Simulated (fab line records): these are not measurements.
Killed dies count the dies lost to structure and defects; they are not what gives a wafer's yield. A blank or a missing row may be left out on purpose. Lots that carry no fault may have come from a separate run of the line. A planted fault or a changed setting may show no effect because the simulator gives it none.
Comparing a struck lot with a sound one / flow gf180mcu / 20 out of 602 route steps
Sound: these wafers, L287.1, L287.2, L287.4. The struck wafers were L283.4, L283.5, L283.6. The cause is given at the end.
Order at every step that has rows: each side's tool, ch and its chambers, its first start. Under that, the readings that differ: sound wafers / struck wafers / difference of the means / sigmas: that difference in standard deviations of wafers without a fault.
alike: words and numbers the same on both sides, and readings whose means are apart by under 2 such deviations; not compared: readings that were withheld, readings missing a value for some wafer, numbers with overlapping values and no deviation given by the record, and bounds like >300 which may hide the same value.
A row with sigmas, a row that says differs or no value, or rows on one side alone: a step with any of these is where the two part. Numbers that don't overlap but have no deviation are shown without sigmas and don't part them. Lack of a reading on every wafer of one side parts them only where that side has two or more wafers.

first, 2 steps without rows for these wafers: GF_M5_CLEAN_13 (cleans in DIW); GF_V5_CVD_00 (deposits SiO2, target thk 300 nm, time 50 s).
GF_V5_THK_MEAS_01:
  sound on film_metro-03, day 31 23:26; struck on film_metro-01, day 30 21:59
  alike: V5_CVD_00_THK
GF_V5_CVD_02: deposits SiO2 from TEOS, target thk 1450 nm, time 163.28 s.
  sound on pecvd-01 ch 0,2, day 31 23:29; struck on pecvd-01 ch 0,1,2, day 30 22:05
  alike: heater_power_w
GF_V5_THK_MEAS_03:
  sound on film_metro-01, day 31 23:36; struck on film_metro-02, day 30 22:10
  alike: V5_CVD_02_THK
GF_V5_CMP_04: polishes SiO2.
  sound on cmp-01 ch 0,1,3, day 31 23:40; struck on cmp-02 ch 1,2, day 30 22:11
  alike: head_pressure_psi, motor_current_A, retaining_ring_pressure_frac
GF_V5_BOW_MEAS_05:
  sound on film_metro-01, day 31 23:58; struck on film_metro-02, day 30 22:33
  alike: V5_BOW
then, 5 steps without rows for these wafers: GF_V5_DEHYDRATE_06 (time 60 s); GF_V5_HMDS_07 (prime time 60 s); GF_V5_COAT_08; GF_V5_COAT_09 (resist thk 1000 nm); GF_V5_SOFTBAKE_10 (time 60 s).
GF_V5_EXPOSE_11: exposes mask Via5, target cd 260 nm.
  sound on krf_scanner-01 ch 0, day 32 08:49; struck on krf_scanner-02 ch 0, day 31 07:58
reading=exposure_dose_mJ_cm2; sound=37.98 38.00 38.01; struck=38.39 38.37 38.36; difference=+0.38; sigmas=+11
  alike: mask
then, 2 steps without rows for these wafers: GF_V5_PEB_12 (peb time 90 s); GF_V5_DEVELOP_13 (develop time 60 s).
GF_V5_CD_MEAS_14 targets a cd of 260 nm.
  sound on cd_sem-02, day 32 16:59; struck on cd_sem-02, day 31 16:16
reading=cd_nm (nm); sound=259.6 258.2 258.9; struck=262.6 261.5 260.6; difference=+2.7; sigmas=+2
GF_V5_OVL_MEAS_15:
  sound on overlay-01, day 32 17:07; struck on overlay-01, day 31 16:21
reading=V5_OVL (nm); sound=10 10 12; struck=-4 -4 -4; difference=-15; sigmas=-2
GF_V5_ETCH_16: etches BARC in N2/H2.
  sound on rie_diel-02 ch 0,1,3, day 32 17:09; struck on rie_diel-01 ch 0,2,3, day 31 16:22
reading=model.V5.cd_nm (nm); sound=259.7 258.7 258.1; struck=263.2 261.5 261.1; difference=+3.1; sigmas=
  alike: drypump_motor_current_A, oes_product_au, throttle_valve_pct
GF_V5_ETCH_17: etches SiO2 in C4F8/O2/Ar, stops on TiN, target depth 855 nm.
  sound on rie_diel-02 ch 0,1,3; struck on rie_diel-01 ch 0,2,3
  alike: oes_product_au
then, 1 step without rows for these wafers: GF_PASSIVATION_PROBE_99.

== WHERE THEY PART ==
At GF_V5_EXPOSE_11 first; at GF_V5_OVL_MEAS_15 last (within this record only). Later steps at which nothing parts them and some readings are alike: GF_V5_ETCH_16, GF_V5_ETCH_17.

WHY: what the simulator had put in
Drift in process parameters on krf_scanner-02 at GF_V5_EXPOSE_11, starting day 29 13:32. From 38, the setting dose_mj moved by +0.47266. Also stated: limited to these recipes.
